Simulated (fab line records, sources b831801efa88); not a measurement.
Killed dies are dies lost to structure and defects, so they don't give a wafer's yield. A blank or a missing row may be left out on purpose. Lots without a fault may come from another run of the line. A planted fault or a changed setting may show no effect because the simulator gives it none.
Which tool did it? | flow gf180mcu | 7 lots, 21 wafers sampled, at 2 steps of a route of 602

WHAT THE GAUGES READ, wafer by wafer
GF_M3_CD_MEAS_14: target cd 280 nm.
lot  | measured     | on        | cd_nm (nm)
L594 | day 21 16:26 | cd_sem-01 | 279.2 278.8 279.7
L596 | day 22 07:40 | cd_sem-01 | 281.1 280.7 280.2
L598 | day 23 09:32 | cd_sem-01 | 278.7 279.5 279.6
L605 | day 25 13:54 | cd_sem-01 | 279.6 280.4 280.3
L607 | day 26 04:41 | cd_sem-02 | 281.6 281.2 281.9
L611 | day 27 12:13 | cd_sem-01 | 279.4 279.8 279.4
L615 | day 28 11:58 | cd_sem-01 | 280.2 280.8 280.9

WHICH TOOL RAN EACH LOT (tool, then ch and the chambers of the sampled wafers, then the start)
lot  | GF_M3_SPUTTER_02
L594 | pvd_sputter-03, day 20 17:11
L596 | pvd_sputter-02, day 21 08:23
L598 | pvd_sputter-02, day 22 10:29
L605 | pvd_sputter-02, day 24 16:41
L607 | pvd_sputter-03, day 25 07:36
L611 | pvd_sputter-03, day 26 16:16
L615 | pvd_sputter-02, day 27 16:50
- GF_M3_SPUTTER_02: material AlCu, target thk 450 nm, time 23.9 s.

THE ANSWER, worked out from the rows above alone
Rule: what is usual is taken from the lots themselves. Put in order of their means at a reading, lots are off if they are a third of the lots or fewer, leave a main group of 4 or more, and stand apart from it by a gap of 3 or more times the standard deviation of the main group's means; of several such gaps the widest counts. A main group whose means are all the same, to the digits that the tables above print for the reading, isn't used. A lot without any number at a reading at which 4 lots or more have one is off too. The other lots that the step has rows for count as sound.
No lot is off at any reading shown: from this, nothing can be told.

WHAT THE SIMULATOR HAD PUT IN
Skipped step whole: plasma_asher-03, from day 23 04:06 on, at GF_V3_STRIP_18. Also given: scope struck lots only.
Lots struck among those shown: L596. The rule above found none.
